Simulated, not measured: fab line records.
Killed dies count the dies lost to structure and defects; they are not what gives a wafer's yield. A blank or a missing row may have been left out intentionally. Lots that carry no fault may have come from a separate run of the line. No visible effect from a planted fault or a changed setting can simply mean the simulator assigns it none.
The tool behind it: which one? + flow sky130 + 13 lots, 39 wafers sampled, at 4 steps of a route of 708

WHAT EACH GAUGE READ, for each wafer
SKY_METAL3_OVL_MEAS_14.
| lot  | measured     | on         | METAL3_OVL (nm) |
|------|--------------|------------|-----------------|
| L959 | day 38 08:27 | overlay-01 | -11 -2 -12      |
| L960 | day 38 17:22 | overlay-01 | -1 0 -1         |
| L961 | day 38 23:46 | overlay-02 | -1 -9 -3        |
| L962 | day 39 10:34 | overlay-02 | -5 -3 -4        |
| L964 | day 39 21:32 | overlay-02 | -3 -4 -2        |
| L971 | day 41 20:55 | overlay-02 | 5 1 3           |
| L975 | day 43 04:02 | overlay-01 | 4 1 2           |
| L977 | day 43 17:22 | overlay-01 | -6 -1 -3        |
| L978 | day 44 04:17 | overlay-02 | 6 7 4           |
| L979 | day 44 10:04 | overlay-01 | 3 -1 -2         |
| L980 | day 44 10:46 | overlay-02 | -14 -12 -4      |
| L981 | day 44 16:41 | overlay-02 | 0 5 6           |
| L982 | day 44 18:13 | overlay-01 | -4 -6 -2        |

EACH LOT AND THE TOOL THAT RAN IT (in order: tool; ch and the chambers of the sampled wafers; start)
| lot  | SKY_NWELL_EXPOSE_07                | SKY_METAL2_SPUTTER_01        | SKY_CAPM_STRIP_14                    |
|------|------------------------------------|------------------------------|--------------------------------------|
| L959 | iline-stepper-02 ch 0, day 4 03:56 | pvd-sputter-01, day 33 20:02 | plasma-asher-03 ch 0,1, day 37 06:29 |
| L960 | iline-stepper-02 ch 0, day 4 12:14 | pvd-sputter-01, day 34 05:41 | plasma-asher-03 ch 0,1, day 37 15:59 |
| L961 | iline-stepper-02 ch 0, day 4 17:40 | pvd-sputter-04, day 34 12:17 | plasma-asher-02 ch 0,1, day 37 21:50 |
| L962 | iline-stepper-01 ch 0, day 4 23:17 | pvd-sputter-02, day 34 23:02 | plasma-asher-01 ch 0,1, day 38 09:11 |
| L964 | iline-stepper-01 ch 0, day 5 12:28 | pvd-sputter-01, day 35 09:42 | plasma-asher-01 ch 0,1, day 38 19:17 |
| L971 | iline-stepper-02 ch 0, day 7 02:15 | pvd-sputter-04, day 37 15:31 | plasma-asher-02 ch 0, day 40 20:49   |
| L975 | iline-stepper-02 ch 0, day 8 03:58 | pvd-sputter-01, day 39 01:53 | plasma-asher-01 ch 0,1, day 42 05:02 |
| L977 | iline-stepper-01 ch 0, day 8 11:50 | pvd-sputter-02, day 39 15:06 | plasma-asher-03 ch 0,1, day 42 18:02 |
| L978 | iline-stepper-02 ch 0, day 9 00:04 | pvd-sputter-01, day 40 02:23 | plasma-asher-02 ch 0,1, day 43 05:25 |
| L979 | iline-stepper-01 ch 0, day 9 05:42 | pvd-sputter-04, day 40 08:51 | plasma-asher-02 ch 0,1, day 43 11:08 |
| L980 | iline-stepper-01 ch 0, day 9 07:37 | pvd-sputter-02, day 40 10:05 | plasma-asher-02 ch 0,1, day 43 12:54 |
| L981 | iline-stepper-01 ch 0, day 9 13:49 | pvd-sputter-01, day 40 16:41 | plasma-asher-02 ch 0,1, day 43 18:16 |
| L982 | iline-stepper-02 ch 0, day 9 19:06 | pvd-sputter-04, day 40 17:50 | plasma-asher-02 ch 0,1, day 43 19:20 |
- SKY_NWELL_EXPOSE_07: exposes mask NWM, target cd 840 nm.
- SKY_METAL2_SPUTTER_01: material TiN, target thk 20 nm, time 16.7 s.
- SKY_CAPM_STRIP_14: strips in O2/N2.

AS READ BY THE TOOLS THEMSELVES (means over the sampled wafers that have a number; for cases with no such wafer, the mark the record gives instead)
SKY_METAL2_SPUTTER_01.
| lot  | tool           | chamber-pressure-pa (Pa) | throttle-valve-pct (%) |
|------|----------------|--------------------------|------------------------|
| L959 | pvd-sputter-01 | 0.4000                   | 29.9                   |
| L960 | pvd-sputter-01 | 0.4000                   | 30.9                   |
| L961 | pvd-sputter-04 | 0.3994                   | 30.2                   |
| L962 | pvd-sputter-02 | 0.4001                   | 30.4                   |
| L964 | pvd-sputter-01 | 0.4007                   | 30.4                   |
| L971 | pvd-sputter-04 | 0.3989                   | 29.4                   |
| L975 | pvd-sputter-01 | 0.3997                   | 30.7                   |
| L977 | pvd-sputter-02 | 0.3997                   | 30.3                   |
| L978 | pvd-sputter-01 | 0.4002                   | 30.2                   |
| L979 | pvd-sputter-04 | 0.3998                   | 31.1                   |
| L980 | pvd-sputter-02 | 0.4003                   | 30.7                   |
| L981 | pvd-sputter-01 | 0.3994                   | 31.1                   |
| L982 | pvd-sputter-04 | 0.4009                   | 30.9                   |

SKY_CAPM_STRIP_14.
| lot  | tool            | drypump-motor-current-A (A) | oes-product-au (a.u.) | strip-time-to-endpoint-s (s) |
|------|-----------------|-----------------------------|-----------------------|------------------------------|
| L959 | plasma-asher-03 | 5.3                         | 0.714                 | 12.60                        |
| L960 | plasma-asher-03 | 5.3                         | 0.709                 | 12.57                        |
| L961 | plasma-asher-02 | 5.3                         | 0.713                 | 12.61                        |
| L962 | plasma-asher-01 | 5.4                         | 0.711                 | 12.64                        |
| L964 | plasma-asher-01 | 5.4                         | 0.712                 | 12.57                        |
| L971 | plasma-asher-02 | 6.4                         | 0.713                 | 12.58                        |
| L975 | plasma-asher-01 | 5.4                         | 0.716                 | 12.57                        |
| L977 | plasma-asher-03 | 5.3                         | 0.710                 | 12.62                        |
| L978 | plasma-asher-02 | 5.4                         | 0.710                 | 12.66                        |
| L979 | plasma-asher-02 | 5.9                         | 0.713                 | 12.61                        |
| L980 | plasma-asher-02 | 5.9                         | 0.711                 | 12.67                        |
| L981 | plasma-asher-02 | 5.9                         | 0.712                 | 12.61                        |
| L982 | plasma-asher-02 | 5.9                         | 0.716                 | 12.62                        |

THE ANSWER, worked out from the rows above alone
Rule: the lots themselves supply what counts as usual. The widest of any qualifying gaps counts: lots, ordered by their means at a reading, are off when they make up no more than a third of the lots, leave a main group of 4 or more, and stand apart from it by 3 or more times the standard deviation of that group's means. If all means in a main group match to the digits the tables above print for the reading, that group is not used. Also off: a lot with no number at a reading for which 4 or more lots have one. Any other lot the step has rows for is counted as sound. Order of review: gauges by route order, followed by the tools' own readings, for which a lot's mean as printed above is used. The first step at which some lot is off is used, and at that step the reading that is off furthest; a lot without a number counts as furthest.
No lot is off at any reading shown: from this, nothing can be told.

WHAT THE SIMULATOR HAD PUT IN
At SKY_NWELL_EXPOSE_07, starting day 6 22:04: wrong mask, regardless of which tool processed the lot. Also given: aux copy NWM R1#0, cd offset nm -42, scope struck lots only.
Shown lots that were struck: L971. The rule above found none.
